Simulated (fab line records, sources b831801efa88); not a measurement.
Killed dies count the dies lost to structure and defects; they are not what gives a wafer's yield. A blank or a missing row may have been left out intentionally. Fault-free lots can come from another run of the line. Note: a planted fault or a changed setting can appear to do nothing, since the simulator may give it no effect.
2 desks looking at one fault :: flow gf180mcu :: each desk holds nothing but its own numbers, with what lay behind them at the end

## AT THE TOOL OWNER'S DESK: implanter-01
GF_HV_LDD_IMPLANT_36, tool's own readings: per-lot mean of the sampled wafers with a number, covering each lot this tool ran. A lot is out of limits, marked OUT, if its mean lies more than 4 standard deviations from the usual mean; the brackets give that distance.
Columns: A = dose-ions-cm2 at GF_HV_LDD_IMPLANT_36, usual 7.5e+12; B = faraday-current-uA at GF_HV_LDD_IMPLANT_36, usual 42.3
lot: L755
first seen here: day 11 21:17
A: 7.5e+12
B: 41.8

lot: L758
first seen here: day 12 12:35
A: 7.5e+12
B: 42.8

lot: L759
first seen here: day 12 17:02
A: 6.3e+12 (-99 or more) OUT
B: 35.9 (-7.5) OUT

lot: L761
first seen here: day 13 19:02
A: 6.3e+12 (-99 or more) OUT
B: 35.3 (-8.2) OUT

lot: L774
first seen here: day 17 14:52
A: 7.5e+12
B: 42.0

lot: L775
first seen here: day 18 15:42
A: 7.5e+12
B: 42.5

lot: L776
first seen here: day 18 20:20
A: 7.5e+12
B: 42.6
This desk finds L759, L761 out of limits, L759 being first, at day 12 17:02 (dose-ions-cm2 at GF_HV_LDD_IMPLANT_36). L755, L758, L774, L775, L776: within limits.

## METROLOGY DESK
Means of the sampled wafers that have a number, per lot and without regard to the tool the lot ran on: this is what the gauges read. A lot is out of limits, marked OUT, if its mean lies more than 4 standard deviations from the usual mean; the brackets give that distance.
Columns: A = DNWELL_TW at GF_DNWELL_TW_MEAS_09, usual 1348; B = NWELL_OVL at GF_NWELL_OVL_MEAS_07, usual 0.9 nm; C = HV_LDD_RS at GF_HV_LDD_RS_MEAS_53, usual 418.1 ohm/sq
lot: L755
first seen here: day 3 01:48
A: 1341
B: 1.7
C: 418.6

lot: L758
first seen here: day 3 12:38
A: 1342
B: 0.9
C: 416.3

lot: L759
first seen here: day 3 18:14
A: 1356
B: 0.5
C: 421.2

lot: L760
first seen here: day 4 09:23
A: 1351
B: 1.9
C: 418.0

lot: L761
first seen here: day 4 09:40
A: 1353
B: 0.5
C: 422.3 (+4.5) OUT

lot: L768
first seen here: day 5 14:34
A: 1332
B: 1.3
C: 417.4

lot: L769
first seen here: day 5 20:26
A: 1332
B: 2.2
C: 418.5

lot: L770
first seen here: day 6 07:17
A: 1373
B: -0.2
C: 418.0

lot: L771
first seen here: day 6 09:13
A: 1372
B: 1.3
C: 418.8

lot: L774
first seen here: day 7 01:08
A: 1354
B: 1.8
C: 417.9

lot: L775
first seen here: day 7 11:53
A: 1356
B: 1.0
C: 418.3

lot: L777
first seen here: day 7 19:22
A: 1356
B: 0.3
C: 417.2

lot: L776
first seen here: day 7 19:43
A: 1336
B: 0.8
C: 419.0
Per this desk, out of limits: L761; the first was L761, day 14 14:45 (HV_LDD_RS at GF_HV_LDD_RS_MEAS_53). L755, L758, L759, L760, L768, L769, L770, L771, L774, L775, L777, L776: within limits.

## ALL TOGETHER
At day 12 17:02, on L759, L761, the tool owner's desk was in a position to raise an alarm.
Metrology desk: alarm possible at day 14 14:45 on L761.
The metrology desk has L759 on record, within its limits.
All the named lots went through GF_HV_LDD_IMPLANT_36 on implanter-01.

## WHAT HAD BEEN PUT IN BY THE SIMULATOR
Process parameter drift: implanter-01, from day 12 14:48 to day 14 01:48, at GF_HV_LDD_IMPLANT_36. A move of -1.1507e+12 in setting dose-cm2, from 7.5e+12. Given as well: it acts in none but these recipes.
Struck lots among those shown: L759, L761.
Delay (hours) between the fault's onset and each desk's first out-of-limits reading: 2 at the tool owner's desk, 48 at the metrology desk.
